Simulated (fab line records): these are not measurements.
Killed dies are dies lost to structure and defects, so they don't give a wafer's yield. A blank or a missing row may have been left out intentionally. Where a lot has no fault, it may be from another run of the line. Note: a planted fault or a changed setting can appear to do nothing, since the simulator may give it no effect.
Problem report in the 8D (eight disciplines) form, filled by code || flow sky130 || the parts of the form that need people (team, actions taken, sign-off) are left out

== 1. THE ISSUE ==
Wafers without a fault read 10600 W, standard deviation 1.8; cathodeDcPowerW at SKY_METAL3_SPUTTER_02 reads a mean of 9570 W on 6 wafers belonging to 2 lots. So: -99 or more standard deviations from the usual mean.
The step: material AlCu, target thk 735 nm, time 39.1 s.
The first sign was on wafer L150.1 at day 40 04:26, on pvdSputter-03. The record holds 30 wafers of 10 lots with a number at this step. Rule for "out" (also "out of limits"): further than 4 standard deviations from the usual mean. All remaining wafers that have a number are taken as sound.

== 2. WHAT IT IS; WHAT IT IS NOT ==
{"question": "which readings at this step", "is": "cathodeDcPowerW", "is not": "chamberPressurePa, throttleValvePct"}
{"question": "which lots", "is": "L150, L151", "is not": "L139, L140, L145, L153, L154, L157, L160, L161"}
{"question": "which wafers of those lots", "is": "all that have a number", "is not": "-"}
{"question": "read on which tools", "is": "pvdSputter-03", "is not": "pvdSputter-02, pvdSputter-04"}
{"question": "when", "is": "from day 40 04:26", "is not": "up to then (9 sound wafers); but 15 sound wafers of L153, L154, L157, L160, L161 came after"}

== 3. SUSPECTS, AND WHAT RULES EACH OUT ==
Counting: a tool at a process step up to the reading stays a suspect if it ran every lot that is out and no sound lot after the first of them.
- pvdSputter-03 at SKY_METAL2_SPUTTER_01 (material TiN, target thk 20 nm, time 16.7 s): ruled out as a lasting fault. After its first lot that is out, L150 (day 37 21:53), sound lots L154, L157 ran on it.
- pvdSputter-03 at SKY_METAL3_SPUTTER_02 (material AlCu, target thk 735 nm, time 39.1 s): kept. It ran every lot that is out, first L150 (day 40 04:26), and no sound lot after that; its last sound lot up to then is L140 (day 37 08:07). On those wafers its own readings are out: cathodeDcPowerW.
The count leaves pvdSputter-03 at SKY_METAL3_SPUTTER_02.

== 4. THE CAUSE (what the simulator had put in) ==
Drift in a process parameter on pvdSputter-03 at SKY_METAL3_SPUTTER_02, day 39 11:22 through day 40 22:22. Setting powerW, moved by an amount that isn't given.
The count eliminated every tool but this one.

== 5. THE CHAIN OF EFFECTS, in route order ==
Each row: a reading where the mean over the struck wafers with a number is more than 3 standard deviations away from the usual. Readings are gone through only where the record gives a usual standard deviation; hours: the median, over the lots, of the time from a lot's start at the first step in this table giving one to that lot's start at this step; sigmas: the change measured in usual standard deviations.
{"hours": 0, "step": "SKY_METAL3_SPUTTER_02", "reading": "cathodeDcPowerW", "usual": "10600 W", "on struck wafers": 9570, "change": -1030, "sigmas": "-99 or more"}
{"hours": 49, "step": "SKY_METAL3_METAL_ETCH_18", "reading": "oesProductAu", "usual": "0.863 a.u.", "on struck wafers": 0.830, "change": -0.033, "sigmas": -5.0}
It contains these process steps:
- SKY_METAL3_SPUTTER_02: material AlCu, target thk 735 nm, time 39.1 s.
- SKY_METAL3_METAL_ETCH_18: etches the open film in Cl2/BCl3, stops on SiO2, target depth 845 nm, time 183.1 s.
At these later measuring or inspecting steps, every struck wafer for which the step has a row has a number for every such reading, and none has moved that far: SKY_CAPM_RS_MEAS_03.

== 6. WHAT WOULD HAVE CAUGHT IT SOONER ==
17 hours passed between the start of the fault at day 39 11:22 and the first reading out of limits in this record, taken at day 40 04:26.
